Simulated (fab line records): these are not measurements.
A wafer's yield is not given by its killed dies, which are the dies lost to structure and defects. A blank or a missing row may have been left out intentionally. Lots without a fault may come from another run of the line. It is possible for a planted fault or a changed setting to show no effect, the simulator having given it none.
Which tool is to blame?    flow gf180mcu    6 lots with 18 wafers sampled at 4 steps, on a route of 602 steps

WHAT THE GAUGES SHOWED, per wafer
GF_PSD_RS_MEAS_14: a four-point-probe measurement.
lot   measured      on             NSD_RS (ohm/sq)
L982  day 14 16:14  film-metro-03  45.95 46.13 46.03
L984  day 15 21:45  film-metro-03  46.13 46.11 46.03
L992  day 18 15:31  film-metro-04  45.98 46.11 46.11
L994  day 19 08:42  film-metro-03  46.12 46.13 46.07
L998  day 20 15:15  film-metro-04  47.47 47.42 47.46
L103  day 22 08:28  film-metro-01  46.12 46.12 46.18

WHICH TOOL RAN EACH LOT (tool, then ch and the chambers of the sampled wafers, then the start)
lot   GF_HV_LDD_RTA_52                  GF_NSD_IMPLANT_09                GF_NSD_STRIP_11
L982  rtp-anneal-02 ch 0, day 12 19:14  implanter-02 ch 0, day 13 18:48  plasma-asher-01 ch 0,1, day 13 19:05
L984  rtp-anneal-01 ch 0, day 13 23:20  implanter-02 ch 0, day 14 23:26  plasma-asher-02 ch 0,1, day 14 23:44
L992  rtp-anneal-01 ch 0, day 16 12:45  implanter-02 ch 0, day 17 14:56  plasma-asher-04 ch 0,1, day 17 15:11
L994  rtp-anneal-02 ch 0, day 17 03:47  implanter-04 ch 0, day 18 07:58  plasma-asher-02 ch 0,1, day 18 08:16
L998  rtp-anneal-01 ch 0, day 18 11:15  implanter-04 ch 0, day 19 14:15  plasma-asher-01 ch 1, day 19 14:31
L103  rtp-anneal-01 ch 0, day 20 05:15  implanter-02 ch 0, day 21 07:54  plasma-asher-02 ch 0,1, day 21 08:10
- GF_HV_LDD_RTA_52: time 10 s.
- GF_NSD_IMPLANT_09
- GF_NSD_STRIP_11: strips in O2/N2.

THE ANSWER, worked out from the rows above alone
Rule: what is usual is taken from the lots themselves. The widest of any qualifying gaps counts: lots, ordered by their means at a reading, are off when they make up no more than a third of the lots, leave a main group of 4 or more, and stand apart from it by 3 or more times the standard deviation of that group's means. If all means in a main group match to the digits the tables above print for the reading, that group is not used. Also off: a lot with no number at a reading for which 4 or more lots have one. Any other lot the step has rows for is counted as sound.
Off: L998, seen at GF_PSD_RS_MEAS_14 (NSD_RS). For the main group the mean is 46.09 ohm/sq and the standard deviation 0.035.
A tool fits if, at a process step before that reading, it ran every lot that is off, and no sound lot after the first of them. Gauges at GF_PSD_RS_MEAS_14: tried the same way as those tools. Can't be told from this: 3 tools fit, implanter-04 at GF_NSD_IMPLANT_09, plasma-asher-01 at GF_NSD_STRIP_11, film-metro-04 at GF_PSD_RS_MEAS_14.

WHAT HAD BEEN PUT IN BY THE SIMULATOR
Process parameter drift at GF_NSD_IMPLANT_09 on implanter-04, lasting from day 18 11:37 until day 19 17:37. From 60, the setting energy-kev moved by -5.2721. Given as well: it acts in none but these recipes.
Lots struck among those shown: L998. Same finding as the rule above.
